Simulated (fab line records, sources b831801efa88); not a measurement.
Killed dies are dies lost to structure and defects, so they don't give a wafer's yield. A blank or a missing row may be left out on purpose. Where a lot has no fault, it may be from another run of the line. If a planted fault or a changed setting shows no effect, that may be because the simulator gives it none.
A sampling plan put to the test ; flow gf180mcu ; 12 faults told of in these records, all on one fab line, each judged by the records of the lots it struck
The plan consists of the line's own looks: route steps at which the wafer is read by a gauge or an inspection but not changed. A look can be judged if struck wafers have a number there and the file gives its usual mean and standard deviation on fault-free wafers. Caught: 4 or more of those standard deviations (sigma) separate the usual mean from the mean of the struck wafers at a look after the fault's first step. On the tool: here the same test is run on the tool's own readings at the fault's steps. Also counted as caught: the struck wafers showing another recipe, or a record that is empty for them alone.

## THE FAULTS, as the simulator had put them in
1. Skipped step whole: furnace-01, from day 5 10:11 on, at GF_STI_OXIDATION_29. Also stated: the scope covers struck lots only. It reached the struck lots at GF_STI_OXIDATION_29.
2. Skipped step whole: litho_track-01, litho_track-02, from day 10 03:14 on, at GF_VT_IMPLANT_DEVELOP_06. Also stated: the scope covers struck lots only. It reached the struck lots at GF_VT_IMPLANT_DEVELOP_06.
3. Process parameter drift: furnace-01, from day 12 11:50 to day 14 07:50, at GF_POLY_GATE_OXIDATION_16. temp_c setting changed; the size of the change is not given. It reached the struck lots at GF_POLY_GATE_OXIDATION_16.
4. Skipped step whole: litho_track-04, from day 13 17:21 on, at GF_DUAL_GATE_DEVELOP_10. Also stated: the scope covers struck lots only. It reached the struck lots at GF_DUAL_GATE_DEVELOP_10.
5. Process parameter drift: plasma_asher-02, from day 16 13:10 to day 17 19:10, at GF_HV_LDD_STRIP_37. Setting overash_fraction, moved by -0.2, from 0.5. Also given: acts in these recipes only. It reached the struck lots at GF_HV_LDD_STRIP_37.
6. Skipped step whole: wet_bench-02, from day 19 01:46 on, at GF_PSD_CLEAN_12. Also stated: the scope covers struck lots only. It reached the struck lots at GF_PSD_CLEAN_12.
7. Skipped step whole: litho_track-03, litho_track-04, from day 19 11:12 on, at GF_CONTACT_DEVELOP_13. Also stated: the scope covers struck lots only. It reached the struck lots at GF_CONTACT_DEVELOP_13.
8. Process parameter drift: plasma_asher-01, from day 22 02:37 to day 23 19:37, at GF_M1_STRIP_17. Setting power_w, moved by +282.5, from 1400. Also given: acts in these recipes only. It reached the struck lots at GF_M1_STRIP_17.
9. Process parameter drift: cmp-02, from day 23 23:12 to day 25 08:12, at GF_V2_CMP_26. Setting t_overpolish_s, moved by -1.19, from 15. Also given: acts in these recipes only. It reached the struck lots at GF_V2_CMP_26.
10. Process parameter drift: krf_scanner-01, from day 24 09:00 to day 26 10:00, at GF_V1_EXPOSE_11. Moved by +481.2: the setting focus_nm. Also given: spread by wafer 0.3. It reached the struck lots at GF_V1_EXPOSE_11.
11. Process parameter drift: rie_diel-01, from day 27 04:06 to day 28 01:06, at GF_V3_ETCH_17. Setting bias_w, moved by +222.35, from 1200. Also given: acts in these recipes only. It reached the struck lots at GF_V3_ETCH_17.
12. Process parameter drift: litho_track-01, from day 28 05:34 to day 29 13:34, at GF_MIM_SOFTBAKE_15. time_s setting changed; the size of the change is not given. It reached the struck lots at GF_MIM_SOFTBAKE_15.

## WHAT THE PLAN SAW
fault;on the tool itself;first look that catches it;reading, sigma;median hours from its first step to that look;hours from the fault's start to the first struck lot there;judged looks passed uncaught
1;the tool's record is blank for the struck wafers;no look after it can be judged;-;-;-;0
2;the tool's record is blank for the struck wafers;no look after it can be judged;-;-;-;0
3;tube_center_temp_C +23 sigma;no look after it can be judged;-;-;-;0
4;the tool's record is blank for the struck wafers;no look after it can be judged;-;-;-;0
5;oes_product_au +9.4 sigma;no look after it can be judged;-;-;-;0
6;the tool's record is blank for the struck wafers;no look after it can be judged;-;-;-;0
7;the tool's record is blank for the struck wafers;no look after it can be judged;-;-;-;0
8;strip_time_to_endpoint_s -12 sigma;no look after it can be judged;-;-;-;0
9;overpolish_run_s -99 or beyond sigma;none of the 2 looks that can be judged after it;-;-;-;2
10;exposure_dose_mJ_cm2 -33 sigma;not the one look that can be judged after it;-;-;-;1
11;bias_w +66 sigma;no look after it can be judged;-;-;-;0
12;run_length_s +25 sigma;no look after it can be judged;-;-;-;0
A dash: this means the fault isn't caught or the number doesn't appear in these records.

Caught at a look: 0 of 12. Caught on the tool: 12 of 12. By one or the other: 12 of 12.
Caught on the tool alone: faults 1, 2, 3, 4, 5, 6, 7, 8, 9, 10, 11, 12.
